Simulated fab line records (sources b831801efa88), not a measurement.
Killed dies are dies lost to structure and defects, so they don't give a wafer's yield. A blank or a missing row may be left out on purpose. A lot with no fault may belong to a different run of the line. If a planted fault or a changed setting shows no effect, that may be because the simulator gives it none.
Check for tools in common ; flow gf180mcu ; Lots sampled 12, wafers sampled 36

== WHY THIS WAS OPENED ==
2 of 12 lots carry a flag on the reading HV_LDD_CVD_56_THK at GF_HV_LDD_THK_MEAS_57. No-fault wafers: 90.2 nm, standard deviation 0.98.
Rule: a lot is flagged in two cases, either no wafer of it has a number, or all its wafers with numbers fall more than 4 standard deviations from that mean. All remaining lots are regarded as sound.

lot;measured;on;HV_LDD_CVD_56_THK (nm), wafer by wafer;flag
L358;day 12 13:08;film_metro-04;90.7 91.1 90.2;
L359;day 13 03:56;film_metro-04;90.5 90.5 89.8;
L360;day 13 06:28;film_metro-03;90.2 90.0 88.9;
L363;day 14 12:22;film_metro-04;103.9 103.9 103.4;FLAGGED
L364;day 14 15:21;film_metro-01;104.3 104.3 105.5;FLAGGED
L365;day 15 10:36;film_metro-04;91.3 91.6 91.4;
L373;day 17 19:47;film_metro-01;89.7 89.6 90.3;
L375;day 18 10:47;film_metro-01;88.1 88.8 89.3;
L376;day 19 00:05;film_metro-04;89.3 89.1 88.1;
L378;day 19 12:25;film_metro-03;89.4 89.6 89.5;
L380;day 20 03:53;film_metro-04;89.3 88.7 89.1;
L381;day 20 10:15;film_metro-03;89.6 89.4 89.7;
On average the flagged lots' numbers are 104.2 nm, which is +14.0 nm against the usual, or +14 standard deviations.

== LOT BY LOT: THE TOOL USED ==
2 process steps preceding the reading are held in the record, out of 602 steps in the route. In each cell: the tool, then ch and the chambers that the sampled wafers went through, then the start.
lot;flag;GF_HV_LDD_STRIP_22;GF_HV_LDD_CVD_56
L358;;plasma_asher-02 ch 0,1, day 10 20:08;lpcvd-01 ch 0, day 12 11:42
L359;;plasma_asher-02 ch 0,1, day 11 09:44;lpcvd-02 ch 1, day 13 02:31
L360;;plasma_asher-02 ch 0,1, day 11 10:47;lpcvd-02 ch 1, day 13 05:01
L363;FLAGGED;plasma_asher-01 ch 0,1, day 12 15:16;lpcvd-01 ch 1, day 14 10:12
L364;FLAGGED;plasma_asher-04 ch 0,1, day 12 16:32;lpcvd-01 ch 0, day 14 13:13
L365;;plasma_asher-01 ch 0,1, day 13 12:38;lpcvd-02 ch 1, day 15 09:11
L373;;plasma_asher-01 ch 0,1, day 15 18:14;lpcvd-01 ch 1, day 17 18:22
L375;;plasma_asher-04 ch 0,1, day 16 07:14;lpcvd-02 ch 0, day 18 09:21
L376;;plasma_asher-04 ch 0,1, day 16 20:11;lpcvd-01 ch 0, day 18 22:39
L378;;plasma_asher-02 ch 0,1, day 17 07:29;lpcvd-01 ch 0, day 19 10:16
L380;;plasma_asher-01 ch 0,1, day 17 22:59;lpcvd-01 ch 1, day 20 02:27
L381;;plasma_asher-04 ch 0,1, day 18 04:44;lpcvd-01 ch 0, day 20 08:49
These steps, and what they do:
- GF_HV_LDD_STRIP_22: strips in O2/N2.
- GF_HV_LDD_CVD_56: deposits Si3N4 from DCS/NH3, target thk 90 nm, time 1543 s.
- GF_HV_LDD_THK_MEAS_57

== FLAGGED OVER TOTAL, TOOL BY TOOL (the gauges that took the reading come last) ==
step;tool;lots run;flagged;share of the flagged lots;sound lots run after its first flagged lot
GF_HV_LDD_STRIP_22;plasma_asher-01;4;1;some;3 (L365,L373,L380)
GF_HV_LDD_STRIP_22;plasma_asher-02;4;0;none;-
GF_HV_LDD_STRIP_22;plasma_asher-04;4;1;some;3 (L375,L376,L381)
GF_HV_LDD_CVD_56;lpcvd-01;8;2;all;5 (L373,L376,L378,L380,L381)
GF_HV_LDD_CVD_56;lpcvd-02;4;0;none;-
GF_HV_LDD_THK_MEAS_57;film_metro-01;3;1;some;2 (L373,L375)
GF_HV_LDD_THK_MEAS_57;film_metro-03;3;0;none;-
GF_HV_LDD_THK_MEAS_57;film_metro-04;6;1;some;3 (L365,L376,L380)

== WHAT IS ALLOWED BY THE TABLE ==
Rows of the table that ran each flagged lot: 1, that is lpcvd-01 at GF_HV_LDD_CVD_56.
- lpcvd-01 at GF_HV_LDD_CVD_56 ran 8 lots, 2 of them flagged. Sound lots followed the first flagged one (L373, L376, L378, L380, L381) on it, something a lasting fault affecting the whole tool could not allow.
Every row of the table either missed a flagged lot or ran a sound lot after the first.

== WHAT THE SIMULATOR PUT IN ==
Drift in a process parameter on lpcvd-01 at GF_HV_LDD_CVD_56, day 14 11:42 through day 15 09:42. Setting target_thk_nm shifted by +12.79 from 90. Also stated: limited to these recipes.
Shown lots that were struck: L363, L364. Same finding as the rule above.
